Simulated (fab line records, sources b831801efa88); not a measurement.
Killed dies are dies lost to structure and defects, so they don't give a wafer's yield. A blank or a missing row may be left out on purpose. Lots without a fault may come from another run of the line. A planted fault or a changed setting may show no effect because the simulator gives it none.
A struck lot beside a sound one | flow gf180mcu | 15 steps out of a route of 602
Sound: wafers L174.2, L174.3, L174.4. Struck: wafer L183.1. (L183.2, L183.4 of the same lot were not struck and are left out.) The cause comes at the end.
At each step with rows: each side's tool, then ch and its chambers, then its first start. Under that, the readings that differ: sound wafers | struck wafers | difference of the means | sigmas: that difference in standard deviations of wafers without a fault.
alike: readings whose means differ by less than 2 such deviations, and words and numbers that are the same on both sides. not compared: withheld readings, readings that some wafer has no value for, bounds like >300 that may hide the same value, and numbers for which the record gives no deviation and whose values overlap.
The two part at a step that has a row with sigmas, a row that says differs or no value, or rows on one side only. Numbers that don't overlap but have no deviation are shown without sigmas and don't part them. A reading that every wafer of one side lacks parts them only if that side has two wafers or more.

GF_CONTACT_STRIP_18: strips in O2/N2.
  sound on plasma_asher-01 ch 0,1, day 19 19:28; struck on plasma_asher-02 ch 1, day 23 04:30
  alike: drypump_motor_current_A, heater_power_w, oes_product_au, platen_temp_c
  not compared: rf_hours_counter_h
then, 3 steps without rows for these wafers: GF_CONTACT_CLEAN_19 (cleans in SPM); GF_CONTACT_CLEAN_20 (cleans in DIW); GF_CONTACT_CLEAN_21 (cleans in dHF, time 20 s).
GF_CONTACT_SPUTTER_22: material Ti, target thk 15 nm, time 80.02 s.
  sound on pvd_sputter-03, day 19 19:47; struck on pvd_sputter-02, day 23 04:50
  reading                  | sound             | struck | difference | sigmas
  chamber_pressure_pa (Pa) | 5.005 5.003 4.993 | 5.025  | +0.025     | +2
  alike: throttle_valve_pct
then, 1 step without rows for these wafers: GF_CONTACT_SPUTTER_23 (material TiN, target thk 10 nm, time 40 s).
GF_CONTACT_CVD_24: deposits W, target thk 300 nm, time 90.339 s.
  sound on cvd_w-01 ch 0,1, day 19 19:53; struck on cvd_w-02 ch 1, day 23 04:56
  alike: chamber_pressure_Torr, heater_power_outer_w, heater_power_w
GF_CONTACT_RS_MEAS_25: measures by four-point-probe.
  sound on film_metro-03, day 19 20:00; struck on film_metro-03, day 23 05:02
  alike: CONTACT_W_RS
GF_CONTACT_THK_MEAS_26: measures by xrf.
  sound on film_metro-03, day 19 20:07; struck on film_metro-03, day 23 05:09
  alike: CONTACT_W_THK
GF_CONTACT_CMP_27: polishes, stops on SiO2, t overpolish 15 s, target thk 0 nm.
  sound on cmp-02 ch 1,2,3, day 19 20:10; struck on cmp-02 ch 2, day 23 05:38
  reading              | sound                | struck | difference | sigmas
  overpolish_run_s (s) | 14.992 15.013 14.981 | 15.020 | +0.025     | +2
  alike: motor_current_A, time_to_endpoint_s
then, 1 step without rows for these wafers: GF_M1_SPUTTER_00 (material Ti, target thk 37.5 nm, time 150 s).
GF_M1_SPUTTER_01: material TiN, target thk 30 nm, time 25 s.
  sound on pvd_sputter-01, day 19 20:34; struck on pvd_sputter-01, day 23 05:59
  alike: chamber_pressure_pa, throttle_valve_pct
GF_M1_SPUTTER_02: material AlCu, target thk 450 nm, time 23.9 s.
  sound on pvd_sputter-01, day 19 20:35; struck on pvd_sputter-01, day 23 06:01
  reading                  | sound                | struck | difference | sigmas
  chamber_pressure_pa (Pa) | 0.4014 0.3995 0.3998 | 0.4193 | +0.0191    | +24
  throttle_valve_pct (%)   | 30.1 27.4 31.5       | 26.9   | -2.8       | -2
then, 2 steps without rows for these wafers: GF_M1_SPUTTER_03 (material Ti, target thk 10 nm, time 6.7 s); GF_PASSIVATION_PROBE_99.

WHERE THEY PART
First at GF_CONTACT_SPUTTER_22; last, within this record, at GF_M1_SPUTTER_02.

WHY: what the simulator had put in
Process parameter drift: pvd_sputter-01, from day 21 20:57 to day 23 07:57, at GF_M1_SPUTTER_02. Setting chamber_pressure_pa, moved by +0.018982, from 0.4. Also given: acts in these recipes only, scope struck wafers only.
